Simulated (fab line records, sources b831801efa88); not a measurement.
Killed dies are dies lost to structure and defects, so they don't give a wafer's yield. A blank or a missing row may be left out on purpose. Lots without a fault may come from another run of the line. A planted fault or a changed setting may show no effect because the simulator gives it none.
Which tool did it? | flow sfq_line | 9 lots, 27 wafers sampled, at 2 steps of a route of 325

WHAT THE GAUGES READ, wafer by wafer
SFQ_JJ_RS_MEAS_929: measures by four-point-probe.
lot  | measured     | on            | JJ_NB_RS (ohm/sq)
L873 | day 45 19:06 | film_metro-03 | 1.051 1.062 1.058
L874 | day 46 16:43 | film_metro-01 | 1.058 1.051 1.060
L875 | day 46 17:55 | film_metro-02 | 1.039 1.036 1.042
L876 | day 46 20:19 | film_metro-02 | 1.048 1.046 1.057
L877 | day 48 21:30 | film_metro-02 | 1.034 1.037 1.042
L878 | day 49 11:31 | film_metro-02 | 1.035 1.046 1.045
L879 | day 49 23:28 | film_metro-03 | 1.035 1.026 1.031
L880 | day 50 10:16 | film_metro-03 | 1.051 1.048 1.055
L881 | day 51 23:39 | film_metro-01 | 1.037 1.038 1.046

WHICH TOOL RAN EACH LOT (tool, then ch and the chambers of the sampled wafers, then the start)
lot  | SFQ_TRILAYER_M3_BARC_OPEN_METAL_ETCH_100
L873 | rie_metal-01 ch 0,1, day 27 13:21
L874 | rie_metal-04 ch 0,1, day 27 18:10
L875 | rie_metal-01 ch 0,1, day 32 14:41
L876 | rie_metal-01 ch 0,1, day 32 19:37
L877 | rie_metal-02 ch 0,1, day 35 23:29
L878 | rie_metal-04 ch 0,1, day 36 10:33
L879 | rie_metal-01 ch 0,1, day 36 22:24
L880 | rie_metal-02 ch 0,1, day 37 08:00
L881 | rie_metal-01 ch 0,1, day 38 23:56
- SFQ_TRILAYER_M3_BARC_OPEN_METAL_ETCH_100: etches BARC in O2, target depth 125 nm, time 41.7 s.

THE ANSWER, worked out from the rows above alone
Rule: what is usual is taken from the lots themselves. Put in order of their means at a reading, lots are off if they are a third of the lots or fewer, leave a main group of 4 or more, and stand apart from it by a gap of 3 or more times the standard deviation of the main group's means; of several such gaps the widest counts. A main group whose means are all the same, to the digits that the tables above print for the reading, isn't used. A lot without any number at a reading at which 4 lots or more have one is off too. The other lots that the step has rows for count as sound.
No lot is off at any reading shown: from this, nothing can be told.

WHAT THE SIMULATOR HAD PUT IN
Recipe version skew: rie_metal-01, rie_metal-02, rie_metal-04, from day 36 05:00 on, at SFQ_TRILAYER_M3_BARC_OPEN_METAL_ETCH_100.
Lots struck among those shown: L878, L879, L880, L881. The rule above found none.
